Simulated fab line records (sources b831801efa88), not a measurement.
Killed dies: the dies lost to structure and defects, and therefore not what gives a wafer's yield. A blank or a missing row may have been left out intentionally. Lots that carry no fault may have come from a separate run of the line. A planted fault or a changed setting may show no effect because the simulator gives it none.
fab line records | flow gf180mcu
record lots=14 wafers=42 lastDay=34
route steps=602 shown HV_LDD@197 M2@365 V2@387
lots that met no fault: from a run of the same line without faults
startH: hours from the record's first day to the start of the lot's first wafer shown | waitH: hours since the lot's step before | " unchanged from the row above | L1.1+2: a single row standing in for several wafers | - no value, or no start was given | * or withheld: withheld | < > ~ a bound
route shown NAME@n: a module of which the file shows steps, and the number in the route of the first | usual: mean/standard deviation of fault-free wafers | same: alike in all rows | chamber/n: place in a boat | sites: each site's reading | _std_site: standard deviation across them | _edge_site: outer sites' mean less inner sites' | radiusMm: for every site, how far away it sits from the centre of the wafer | mask NAME#n: copy n | behind: the tool/chamber that last shaped the wafer | hold: why the lot was held/for how many hours/how that ended | device: the transistor (n, p or np) that didn't switch | end of line: tests run on the same wafers once the route is complete | a step with no rows: only its recipe | killed: dies lost to structure and defects at the first sort, not the wafer's yield | map: a wafer's dies, marking killed ones x, the rest . and places with no die _
set.NAME: setting as actually run; set.NAME@STEP: the setting as run at that earlier step | model.NAME: the simulator's own value behind a step, which no gauge read
route steps across a sampled set of lots; one table per step, one row per wafer
services: when a tool's chamber went out of use (startH, in hours from the record's first day, below 0 if earlier), for how many hours, and the reason
## steps
# step GF_HV_LDD_IMPLANT_21
# recipe species=BF2 energyKev=25 doseCm2=5e+13 tiltDeg=7
# usual doseIonsCm2=5.001e+13/5.8e+10 faradayCurrentUA=282/6.1
# columns lot.wafer tool chamber startH waitH doseIonsCm2 faradayCurrentUA
L593.2 implanter-02 0 262.89 0.0 4.997e+13 282
L593.3 " 0 " " 5e+13 284
L593.5 " 0 " " 4.995e+13 282
L594.1 implanter-02 0 265.44 0.0 5.005e+13 284
L594.3 " 0 " " 5.008e+13 275
L594.5 " 0 " " 5e+13 278
L597.1 implanter-03 0 289.55 0.0 5.002e+13 282
L597.3 " 0 " " 4.999e+13 279
L597.5 " 0 " " 4.999e+13 286
L599.3 implanter-01 0 304.91 0.1 5.005e+13 288
L599.4 " 0 " " 5.004e+13 273
L599.6 " 0 " " 5.011e+13 296
L601.2 implanter-02 0 323.33 0.0 4.989e+13 286
L601.5 " 0 " " 4.992e+13 272
L601.6 " 0 " " 4.989e+13 278
L602.1 implanter-01 0 331.26 0.0 5.785e+13 325
L602.3 " 0 " " 5.791e+13 326
L602.6 " 0 " " 5.782e+13 325
L603.1 implanter-01 0 336.95 0.0 5.773e+13 319
L603.5 " 0 " " 5.78e+13 328
L603.6 " 0 " " 5.785e+13 320
L606.1 implanter-03 0 357.51 0.0 5.005e+13 288
L606.4 " 0 " " 5.004e+13 281
L606.6 " 0 " " 5e+13 275
L608.1 implanter-02 0 369.91 0.0 4.992e+13 290
L608.3 " 0 " " 4.992e+13 287
L608.6 " 0 " " 5.003e+13 288
L609.1 implanter-02 0 382.44 0.0 5.002e+13 281
L609.2 " 0 " " 5.001e+13 277
L609.5 " 0 " " 4.999e+13 271
L610.2 implanter-03 0 391.13 0.0 4.994e+13 281
L610.3 " 0 " " 4.996e+13 279
L610.4 " 0 " " 4.997e+13 282
L611.1 implanter-01 0 401.76 0.0 5.001e+13 281
L611.5 " 0 " " 5.001e+13 277
L611.6 " 0 " " 5.006e+13 288
L612.3 implanter-03 0 405.49 0.1 5.001e+13 287
L612.5 " 0 " " 5.003e+13 279
L612.6 " 0 " " 5e+13 279
L613.2 implanter-02 0 409.92 0.0 5.01e+13 281
L613.4 " 0 " " 4.994e+13 272
L613.5 " 0 " " 5.007e+13 291
# step GF_HV_LDD_TW_MEAS_23
# usual HV_LDD_2_TW=1063/5.6
# columns lot.wafer tool chamber startH waitH HV_LDD_2_TW
L593.2 filmMetro-03 - 263.12 0.1 1064
L593.3 " - " " 1063
L593.5 " - " " 1060
L594.1 filmMetro-04 - 265.69 0.1 1060
L594.3 " - " " 1059
L594.5 " - " " 1065
L597.1 filmMetro-03 - 289.80 0.1 1054
L597.3 " - " " 1059
L597.5 " - " " 1054
L599.3 filmMetro-03 - 305.13 0.1 1057
L599.4 " - " " 1059
L599.6 " - " " 1053
L601.2 filmMetro-03 - 323.57 0.1 1067
L601.5 " - " " 1060
L601.6 " - " " 1060
L602.1 filmMetro-03 - 331.51 0.1 1110
L602.3 " - " " 1109
L602.6 " - " " 1108
L603.1 filmMetro-02 - 337.20 0.1 1109
L603.5 " - " " 1117
L603.6 " - " " 1109
L606.1 filmMetro-03 - 357.76 0.1 1063
L606.4 " - " " 1065
L606.6 " - " " 1059
L608.1 filmMetro-04 - 370.16 0.1 1067
L608.3 " - " " 1061
L608.6 " - " " 1064
L609.1 filmMetro-02 - 382.69 0.1 1058
L609.2 " - " " 1067
L609.5 " - " " 1057
L610.2 filmMetro-02 - 391.37 0.1 1071
L610.3 " - " " 1071
L610.4 " - " " 1064
L611.1 filmMetro-04 - 402.01 0.1 1077
L611.5 " - " " 1069
L611.6 " - " " 1074
L612.3 filmMetro-03 - 405.71 0.1 1055
L612.5 " - " " 1057
L612.6 " - " " 1049
L613.2 filmMetro-04 - 410.15 0.1 1062
L613.4 " - " " 1066
L613.5 " - " " 1067
# step GF_M2_SPUTTER_03
# recipe material=Ti targetThkNm=10 substrateTempC=300 chamberPressurePa=0.3 powerW=3000 timeS=6.7
# usual throttleValvePct=30.0/1.3
# columns lot.wafer tool chamber startH waitH throttleValvePct
L593.2 pvdSputter-04 - 447.86 0.0 31.2
L593.3 " - " " 29.9
L593.5 " - " " 29.7
L594.1 pvdSputter-01 - 453.95 0.0 29.0
L594.3 " - " " 26.9
L594.5 " - " " 26.3
L597.1 pvdSputter-04 - 480.85 0.0 30.9
L597.3 " - " " 29.9
L597.5 " - " " 31.2
L599.3 pvdSputter-04 - 501.06 0.0 30.8
L599.4 " - " " 31.2
L599.6 " - " " 30.9
L601.2 pvdSputter-04 - 519.79 0.0 29.8
L601.5 " - " " 31.4
L601.6 " - " " 29.4
L602.1 pvdSputter-01 - 528.41 0.0 26.7
L602.3 " - " " 27.9
L602.6 " - " " 30.6
L603.1 pvdSputter-02 - 535.49 0.0 29.9
L603.5 " - " " 29.8
L603.6 " - " " 31.4
L606.1 pvdSputter-02 - 557.21 0.0 31.2
L606.4 " - " " 29.8
L606.6 " - " " 29.9
L608.1 pvdSputter-02 - 571.94 0.0 31.0
L608.3 " - " " 30.0
L608.6 " - " " 31.0
L609.1 pvdSputter-02 - 580.81 0.0 30.3
L609.2 " - " " 31.2
L609.5 " - " " 29.8
L610.2 pvdSputter-01 - 589.37 0.0 26.6
L610.3 " - " " 30.6
L610.4 " - " " 29.1
L611.1 pvdSputter-04 - 599.89 0.0 29.6
L611.5 " - " " 29.7
L611.6 " - " " 31.3
L612.3 pvdSputter-04 - 601.26 0.0 30.7
L612.5 " - " " 31.4
L612.6 " - " " 29.7
L613.2 pvdSputter-02 - 606.00 0.0 31.0
L613.4 " - " " 31.4
L613.5 " - " " 29.9
# step GF_V2_BOW_MEAS_05
# recipe mode=bow
# usual V2_BOW=104/8
# columns lot.wafer tool chamber startH waitH V2_BOW[um]
L593.2 filmMetro-02 - 473.71 0.2 98
L593.3 " - " " 108
L593.5 " - " " 101
L594.1 filmMetro-04 - 479.47 0.1 103
L594.3 " - " " 106
L594.5 " - " " 110
L597.1 filmMetro-04 - 506.16 0.1 97
L597.3 " - " " 100
L597.5 " - " " 95
L599.3 filmMetro-03 - 525.82 0.2 96
L599.4 " - " " 108
L599.6 " - " " 113
L601.2 filmMetro-02 - 543.84 0.3 107
L601.5 " - " " 103
L601.6 " - " " 94
L602.1 filmMetro-02 - 552.31 0.2 88
L602.3 " - " " 100
L602.6 " - " " 89
L603.1 filmMetro-03 - 559.57 0.1 103
L603.5 " - " " 109
L603.6 " - " " 116
L606.1 filmMetro-04 - 579.39 0.1 87
L606.4 " - " " 110
L606.6 " - " " 90
L608.1 filmMetro-03 - 595.05 0.1 106
L608.3 " - " " 107
L608.6 " - " " 101
L609.1 filmMetro-04 - 603.73 0.1 106
L609.2 " - " " 106
L609.5 " - " " 113
L610.2 filmMetro-03 - 611.69 0.2 103
L610.3 " - " " 109
L610.4 " - " " 102
L611.1 filmMetro-03 - 622.29 0.2 107
L611.5 " - " " 103
L611.6 " - " " 113
L612.3 filmMetro-02 - 622.93 0.2 111
L612.5 " - " " 100
L612.6 " - " " 105
L613.2 filmMetro-03 - 627.99 0.2 108
L613.4 " - " " 104
L613.5 " - " " 96
# step GF_V2_OVL_MEAS_15
# usual V2_OVL=2/5.3
# columns lot.wafer tool chamber startH waitH V2_OVL[nm]
L593.2 overlay-02 - 498.71 0.1 -2
L593.3 " - " " -3
L593.5 " - " " -7
L594.1 overlay-01 - 503.55 0.1 -1
L594.3 " - " " 0
L594.5 " - " " -3
L597.1 overlay-01 - 528.82 0.1 -6
L597.3 " - " " -7
L597.5 " - " " -5
L599.3 overlay-01 - 548.43 0.1 5
L599.4 " - " " -1
L599.6 " - " " 2
L601.2 overlay-02 - 566.11 0.1 2
L601.5 " - " " 2
L601.6 " - " " 5
L602.1 overlay-02 - 574.71 0.1 -3
L602.3 " - " " 4
L602.6 " - " " 2
L603.1 overlay-01 - 581.20 0.1 6
L603.5 " - " " 15
L603.6 " - " " 2
L606.1 overlay-02 - 601.06 0.1 3
L606.4 " - " " 1
L606.6 " - " " 11
L608.1 overlay-02 - 615.76 0.1 -6
L608.3 " - " " -3
L608.6 " - " " -8
L609.1 overlay-02 - 624.80 0.1 5
L609.2 " - " " 8
L609.5 " - " " 9
L610.2 overlay-02 - 631.70 0.1 0
L610.3 " - " " 2
L610.4 " - " " 0
L611.1 overlay-01 - 642.36 0.1 11
L611.5 " - " " 12
L611.6 " - " " 8
L612.3 overlay-01 - 643.18 0.1 -2
L612.5 " - " " -2
L612.6 " - " " 1
L613.2 overlay-02 - 648.11 0.1 5
L613.4 " - " " 5
L613.5 " - " " 1
## services
# columns tool chamber startH hours kind
implanter-03 - 239.11 2.2 repair
pvdSputter-02 - 261.13 7.4 repair
pvdSputter-04 - 271.87 1.6 repair
implanter-02 - 286.46 18.5 pm
implanter-03 - 308.21 0.9 repair
implanter-01 - 313.60 5.6 pm
pvdSputter-04 - 348.10 0.9 repair
implanter-01 - 365.89 1.1 repair
pvdSputter-02 - 367.53 5.7 repair
implanter-03 - 394.87 2.9 repair
implanter-02 - 418.05 1.2 repair
pvdSputter-02 - 422.67 21.6 repair
pvdSputter-04 - 435.47 4.8 repair
implanter-03 - 470.21 6.8 repair
implanter-01 - 490.23 2.0 repair
implanter-01 - 504.25 2.0 repair
implanter-01 - 522.66 1.6 repair
implanter-02 - 522.76 1.8 repair
implanter-02 - 540.01 0.7 repair
implanter-01 - 549.84 4.5 pm
pvdSputter-04 - 554.22 10.8 repair
pvdSputter-02 - 565.07 1.4 repair
implanter-02 - 566.62 2.7 repair
pvdSputter-02 - 573.70 2.3 repair
## key
firstSign step=GF_HV_LDD_IMPLANT_21 reading=doseIonsCm2 direction=up sigmas=99+ usual=5.001e+13 struck=5.783e+13
effect step=GF_HV_LDD_IMPLANT_21 reading=faradayCurrentUA direction=up sigmas=6.8 usual=282 struck=324
effect step=GF_HV_LDD_TW_MEAS_23 reading=HV_LDD_2_TW direction=up sigmas=8.6 usual=1063 struck=1110
metAt GF_HV_LDD_IMPLANT_21
struckLots L602,L603
testerLeftOut L602,L603
notActingAt GF_M2_SPUTTER_03,GF_V2_BOW_MEAS_05,GF_V2_OVL_MEAS_15
onsetBetween 304.91 331.26
fault kind=processParameterDrift tool=implanter-01 chamber=- onsetH=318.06 steps=GF_HV_LDD_IMPLANT_21 channel=doseCm2 offset=7.8466e+12 shape=step endH=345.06 actsIn=theseRecipesOnly stated=5e+13
# testerLeftOut: of these lots the tester's yield and bins aren't shown, on N5 and GAA mostly nor the transistor test; their killed dies are dies lost to structure and defects alone, not to doping, threshold or leakage, so they don't give the yield
